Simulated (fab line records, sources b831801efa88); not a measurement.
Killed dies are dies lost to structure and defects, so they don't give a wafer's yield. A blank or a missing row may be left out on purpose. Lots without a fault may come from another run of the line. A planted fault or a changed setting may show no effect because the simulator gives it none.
Which tool did it? | flow gf180mcu | 11 lots, 33 wafers sampled, at 6 steps of a route of 602

WHAT THE GAUGES READ, wafer by wafer
GF_HV_LDD_TW_MEAS_38. Usual: HV_LDD_3_TW 1435, standard deviation 6.3.
lot  | measured     | on            | HV_LDD_3_TW    | flag
L257 | day 11 21:44 | film_metro-02 | 1435 1432 1435 |
L258 | day 12 01:33 | film_metro-04 | 1439 1439 1440 |
L261 | day 13 03:00 | film_metro-01 | 1436 1433 1441 |
L263 | day 14 03:08 | film_metro-02 | 1436 1432 1431 |
L264 | day 14 05:38 | film_metro-02 | 1447 1435 1437 |
L265 | day 14 06:41 | film_metro-02 | 1443 1442 1441 |
L268 | day 15 08:36 | film_metro-01 | 1426 1440 1438 |
L275 | day 17 19:58 | film_metro-01 | 1476 1480 1478 | OFF
L276 | day 18 06:52 | film_metro-01 | 1484 1484 1481 | OFF
L277 | day 18 18:53 | film_metro-01 | 1474 1481 1483 | OFF
L280 | day 19 17:22 | film_metro-02 | 1435 1438 1445 |

GF_HV_LDD_RS_MEAS_53: measures by four-point-probe. Usual: HV_LDD_RS 418.2 ohm/sq, standard deviation 1.
lot  | measured     | on            | HV_LDD_RS (ohm/sq) | flag
L257 | day 12 18:10 | film_metro-02 | 415.9 417.2 416.3  |
L258 | day 12 22:17 | film_metro-02 | 417.6 418.2 419.7  |
L261 | day 13 23:32 | film_metro-02 | 419.4 418.9 420.0  |
L263 | day 15 00:06 | film_metro-01 | 418.0 416.8 418.1  |
L264 | day 15 02:06 | film_metro-02 | 419.6 419.8 418.4  |
L265 | day 15 03:25 | film_metro-02 | 418.0 417.2 418.1  |
L268 | day 16 06:56 | film_metro-02 | 418.4 416.8 417.3  |
L275 | day 18 20:54 | film_metro-01 | 409.2 410.4 409.5  | OFF
L276 | day 19 08:37 | film_metro-02 | 410.6 409.3 411.1  | OFF
L277 | day 19 19:59 | film_metro-01 | 409.8 408.3 410.0  | OFF
L280 | day 20 18:29 | film_metro-01 | 417.2 417.1 417.7  |

GF_CONTACT_THK_MEAS_03. Usual: CONTACT_CVD_02_THK 859 nm, standard deviation 12.
lot  | measured     | on            | CONTACT_CVD_02_THK (nm) | flag
L257 | day 15 12:47 | film_metro-02 | 826 856 833             |
L258 | day 15 17:52 | film_metro-02 | 848 858 866             |
L261 | day 16 22:42 | film_metro-04 | 858 869 868             |
L263 | day 18 00:11 | film_metro-01 | 857 858 862             |
L264 | day 18 04:17 | film_metro-01 | 843 867 869             |
L265 | day 18 05:59 | film_metro-02 | 851 873 863             |
L268 | day 19 10:19 | film_metro-02 | 847 867 868             |
L275 | day 22 03:34 | film_metro-04 | 858 851 884             |
L276 | day 22 14:52 | film_metro-04 | 845 856 861             |
L277 | day 23 02:53 | film_metro-02 | 861 867 866             |
L280 | day 23 21:57 | film_metro-02 | 850 859 868             |

WHICH TOOL RAN EACH LOT (tool, then ch and the chambers of the sampled wafers, then the start)
lot  | GF_VT_IMPLANT_STRIP_31               | GF_HV_LDD_IMPLANT_36            | GF_SALICIDE_RTA_08
L257 | plasma_asher-01 ch 0,1, day 7 00:16  | implanter-04 ch 0, day 11 21:30 | rtp_anneal-02 ch 0, day 15 12:31
L258 | plasma_asher-01 ch 0,1, day 7 04:07  | implanter-03 ch 0, day 12 01:19 | rtp_anneal-01 ch 0, day 15 17:36
L261 | plasma_asher-03 ch 1, day 8 02:55    | implanter-03 ch 0, day 13 02:46 | rtp_anneal-01 ch 0, day 16 22:26
L263 | plasma_asher-01 ch 0,1, day 8 19:20  | implanter-04 ch 0, day 14 02:53 | rtp_anneal-02 ch 0, day 17 23:55
L264 | plasma_asher-01 ch 0,1, day 8 21:58  | implanter-03 ch 0, day 14 05:23 | rtp_anneal-02 ch 0, day 18 04:01
L265 | plasma_asher-04 ch 0,1, day 9 01:52  | implanter-02 ch 0, day 14 06:26 | rtp_anneal-02 ch 0, day 18 05:43
L268 | plasma_asher-01 ch 0,1, day 10 00:49 | implanter-02 ch 0, day 15 08:22 | rtp_anneal-01 ch 0, day 19 10:03
L275 | plasma_asher-03 ch 0,1, day 11 21:40 | implanter-04 ch 0, day 17 19:43 | rtp_anneal-02 ch 0, day 22 03:17
L276 | plasma_asher-01 ch 0,1, day 12 05:16 | implanter-04 ch 0, day 18 06:37 | rtp_anneal-01 ch 0, day 22 14:36
L277 | plasma_asher-04 ch 0,1, day 12 13:04 | implanter-04 ch 0, day 18 18:38 | rtp_anneal-01 ch 0, day 23 02:37
L280 | plasma_asher-04 ch 0,1, day 13 07:28 | implanter-02 ch 0, day 19 17:07 | rtp_anneal-01 ch 0, day 23 21:41
- GF_VT_IMPLANT_STRIP_31: strips in O2/N2.
- GF_HV_LDD_IMPLANT_36
- GF_SALICIDE_RTA_08: time 30 s.

WHAT THE TOOLS THEMSELVES READ (means of the sampled wafers that have a number; where no wafer has one, the mark that the record gives instead)
GF_VT_IMPLANT_STRIP_31. Usual: drypump_motor_current_A 5.7 A, standard deviation 0.35; heater_power_w 331 W, standard deviation 22; n2_flow_sccm 300.2 sccm, standard deviation 0.97; oes_product_au 0.715 a.u., standard deviation 0.0045; platen_temp_c 250.00 C, standard deviation 0.18; strip_time_to_endpoint_s 12.64 s, standard deviation 0.037.
lot  | tool            | drypump_motor_current_A (A) | heater_power_w (W) | n2_flow_sccm (sccm) | oes_product_au (a.u.) | platen_temp_c (C) | strip_time_to_endpoint_s (s) | flag
L257 | plasma_asher-01 | 5.7                         | 328                | 299.9               | 0.713                 | 250.06            | 12.69                        |
L258 | plasma_asher-01 | 5.7                         | 327                | 300.6               | 0.717                 | 250.05            | 12.67                        |
L261 | plasma_asher-03 | 5.6                         | 299                | 300.3               | 0.713                 | 249.96            | 12.66                        |
L263 | plasma_asher-01 | 5.7                         | 343                | 300.5               | 0.716                 | 250.08            | 12.65                        |
L264 | plasma_asher-01 | 5.7                         | 329                | 300.2               | 0.716                 | 250.02            | 12.59                        |
L265 | plasma_asher-04 | 5.6                         | 345                | 301.0               | 0.716                 | 249.84            | 12.64                        |
L268 | plasma_asher-01 | 5.6                         | 325                | 300.2               | 0.714                 | 249.68            | 12.62                        |
L275 | plasma_asher-03 | 5.3                         | 309                | 299.6               | 0.714                 | 250.25            | 12.63                        |
L276 | plasma_asher-01 | 5.6                         | 326                | 301.1               | 0.716                 | 249.84            | 12.63                        |
L277 | plasma_asher-04 | 5.9                         | 337                | 300.3               | 0.714                 | 249.83            | 12.62                        |
L280 | plasma_asher-04 | 5.9                         | 334                | 299.7               | 0.716                 | 250.22            | 12.64                        |

GF_HV_LDD_IMPLANT_36. Usual: dose_ions_cm2 7.5e+12, standard deviation 8.1e+09; faraday_current_uA 42.3, standard deviation 0.89.
lot  | tool         | dose_ions_cm2 | faraday_current_uA | flag
L257 | implanter-04 | 7.5e+12       | 42.2               |
L258 | implanter-03 | 7.5e+12       | 42.1               |
L261 | implanter-03 | 7.5e+12       | 42.2               |
L263 | implanter-04 | 7.5e+12       | 42.8               |
L264 | implanter-03 | 7.5e+12       | 42.4               |
L265 | implanter-02 | 7.5e+12       | 42.3               |
L268 | implanter-02 | 7.5e+12       | 42.5               |
L275 | implanter-04 | 1.1e+13       | 63.0               | OFF
L276 | implanter-04 | 1.1e+13       | 60.8               | OFF
L277 | implanter-04 | 1.1e+13       | 61.7               | OFF
L280 | implanter-02 | 7.5e+12       | 42.2               |

GF_SALICIDE_RTA_08. Usual: anneal_temp_c_max 803.2, standard deviation 0.88; lamp_power_pct 18.21 %, standard deviation 0.24; wafer_temp_C_max 806.0, standard deviation 1.2.
lot  | tool          | anneal_temp_c_max | lamp_power_pct (%) | wafer_temp_C_max | flag
L257 | rtp_anneal-02 | 802.5             | 18.01              | 806.5            |
L258 | rtp_anneal-01 | 803.3             | 18.51              | 805.4            |
L261 | rtp_anneal-01 | 804.4             | 18.48              | 805.6            |
L263 | rtp_anneal-02 | 803.0             | 18.04              | 806.8            |
L264 | rtp_anneal-02 | 802.9             | 18.02              | 806.4            |
L265 | rtp_anneal-02 | 803.0             | 18.00              | 806.3            |
L268 | rtp_anneal-01 | 804.4             | 18.48              | 805.7            |
L275 | rtp_anneal-02 | 802.8             | 18.01              | 806.1            |
L276 | rtp_anneal-01 | 803.8             | 18.49              | 805.8            |
L277 | rtp_anneal-01 | 804.0             | 18.49              | 804.9            |
L280 | rtp_anneal-01 | 804.7             | 18.49              | 806.6            |

THE ANSWER, worked out from the rows above alone
Rule: a lot is off if the mean of its wafers that have a number lies more than 3 standard deviations from the usual mean. A lot without any number at a reading at which 4 lots or more have one is off too. The other lots that the step has rows for count as sound. The gauges are gone through in route order, then the tools' own readings, and for those a lot's mean is taken as printed above. The first step at which some lot is off is used, and at that step the reading that is off furthest; a lot without a number counts as furthest.
Off: L275, L276, L277, at GF_HV_LDD_TW_MEAS_38 (HV_LDD_3_TW).
A tool fits if, at a process step before that reading, it ran every lot that is off, and no sound lot after the first of them. The gauges at GF_HV_LDD_TW_MEAS_38 aren't tried: what is off there is off at GF_HV_LDD_IMPLANT_36 too, on other tools, and a gauge's error can't cause that. One fits: implanter-04 at GF_HV_LDD_IMPLANT_36. Its last sound lot is L263 (day 14 02:53), its first lot that is off L275 (day 17 19:43): a fault that began between those two fits.
The tool's own readings at GF_HV_LDD_IMPLANT_36 bear it out: on the lots that are off they differ by more than 5 times the standard deviation of the sound lots' means. dose_ions_cm2 reads 1.1e+13 there against 7.5e+12 on the sound lots; faraday_current_uA reads 61.8 there against 42.3 on the sound lots.

WHAT THE SIMULATOR HAD PUT IN
Process parameter drift: implanter-04, from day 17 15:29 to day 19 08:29, at GF_HV_LDD_IMPLANT_36. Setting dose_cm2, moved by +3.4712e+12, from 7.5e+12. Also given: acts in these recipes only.
Lots struck among those shown: L275, L276, L277. The rule above found the same.
